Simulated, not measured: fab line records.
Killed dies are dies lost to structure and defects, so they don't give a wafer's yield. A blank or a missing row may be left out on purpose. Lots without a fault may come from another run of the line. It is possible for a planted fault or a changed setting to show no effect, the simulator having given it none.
One fault through the eyes of 2 desks | flow gf180mcu | only its own numbers are on each desk; what lay behind them is given at the end

## DESK OF THE TOOL OWNER: litho_track-02
The tool's own readings at GF_V1_DEVELOP_13 (develop time 60 s): means of the sampled wafers that have a number, for each lot that ran on this tool. A lot is out of limits, marked OUT, if its mean lies more than 4 standard deviations from the usual mean; the brackets give that distance.
Columns: A = chill_plate_temp_C at GF_V1_DEVELOP_13, usual 22.99 C; B = developer_temp_C at GF_V1_DEVELOP_13, usual 21.00 C
lot  | first seen here | A     | B
L622 | day 21 18:18    | 22.99 | 18.81 (-20) OUT
L625 | day 22 16:57    | 22.91 | 18.94 (-19) OUT
L633 | day 25 04:54    | 22.94 | 21.09
L634 | day 25 10:14    | 22.93 | 20.91
L636 | day 26 03:30    | 23.15 | 20.96
This desk's verdict: out of limits on L622, L625, starting with L622 at day 21 18:18 (developer_temp_C at GF_V1_DEVELOP_13). In limits: L633, L634, L636.

## METROLOGY DESK
Means of the sampled wafers that have a number, per lot and without regard to the tool the lot ran on: this is what the gauges read. A lot is out of limits, marked OUT, if its mean lies more than 4 standard deviations from the usual mean; the brackets give that distance.
Columns: A = cd_nm at GF_V1_CD_MEAS_14, usual 260.0 nm
lot  | first seen here | A
L615 | day 18 13:46    | 257.4
L616 | day 18 20:44    | 259.9
L618 | day 19 22:11    | 258.5
L620 | day 20 20:58    | 260.0
L622 | day 21 18:27    | 260.2
L624 | day 22 00:26    | 259.5
L625 | day 22 17:06    | 258.9
L631 | day 25 00:35    | 261.7
L633 | day 25 05:03    | 261.0
L634 | day 25 10:23    | 258.6
L635 | day 25 22:15    | 259.4
L636 | day 26 03:39    | 260.2
L637 | day 26 22:55    | 260.9
This desk's verdict: no lot among the 13 shows anything out of limits.

## ALL TOGETHER
An alarm could have come from the tool owner's desk at day 21 18:18, on L622, L625.
Nothing out of limits was seen by the metrology desk.
The metrology desk holds a record of L622, L625, inside its limits.
All the named lots went through GF_V1_DEVELOP_13 on litho_track-02.

## WHAT THE SIMULATOR PUT IN
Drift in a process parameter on litho_track-02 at GF_V1_DEVELOP_13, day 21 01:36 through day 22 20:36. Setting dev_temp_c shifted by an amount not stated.
Shown lots that were struck: L622, L625.
Each desk's first reading out of limits, in hours after the fault started: the tool owner's desk, 17.
